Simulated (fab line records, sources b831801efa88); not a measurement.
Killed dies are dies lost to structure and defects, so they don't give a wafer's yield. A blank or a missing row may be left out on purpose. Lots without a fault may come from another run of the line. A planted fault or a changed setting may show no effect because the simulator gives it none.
Chamber matching | flow gf180mcu | GF_POLY_GATE_ETCH_13 on rie_si-02: 4 sister chambers
The step etches poly-Si in HBr/Cl2, stops on SiO2, target depth 198.5 nm, time 69.6 s. 8 wafers are shown with their chamber, then 7 later ones without.

WAFERS WITH THEIR CHAMBER
wafer  | chamber | drypump_motor_current_A (A) | run_length_s (s)
L696.1 | 2       | 4.8                         | 98.5
L696.4 | 0       | 5.6                         | 97.9
L697.4 | 0       | 5.6                         | 97.7
L698.4 | 2       | 4.8                         | 97.9
L698.5 | 1       | 5.4                         | 97.4
L699.6 | 3       | 6.2                         | 96.9
L708.2 | 1       | 5.4                         | 97.6
L708.3 | 3       | 6.3                         | 97.0

WAFERS WITHOUT THEIR CHAMBER
wafer  | drypump_motor_current_A (A) | run_length_s (s)
L708.5 | 5.4                         | 97.7
L710.2 | 6.2                         | 96.9
L710.5 | 5.6                         | 97.2
L710.6 | 6.2                         | 97.0
L713.2 | 5.6                         | 97.4
L713.3 | 6.2                         | 97.1
L713.4 | 5.4                         | 97.5

WHICH CHAMBER EACH WENT THROUGH
wafer  | from the rows above | in truth
L708.5 | 1                   | 1
L710.2 | 3                   | 3
L710.5 | 0                   | 0
L710.6 | 3                   | 3
L713.2 | 0                   | 0
L713.3 | 3                   | 3
L713.4 | 1                   | 1
Placed correctly: 7 of 7. Can't be placed from these rows: 0. Placed wrongly: 0.
How it was worked out, from the rows above alone: a wafer's distance from a chamber is the root of the sum, over the readings, of the square of ((its reading less the chamber's mean) divided by the reading's scatter). The wafer belongs to the nearest chamber; if the next one is less than 2 further off, it can't be placed. A chamber's mean is the mean of its shown wafers. The scatter: the root of (the sum of the squares of (reading less its chamber's mean) over the shown wafers, divided by (wafers less chambers)).
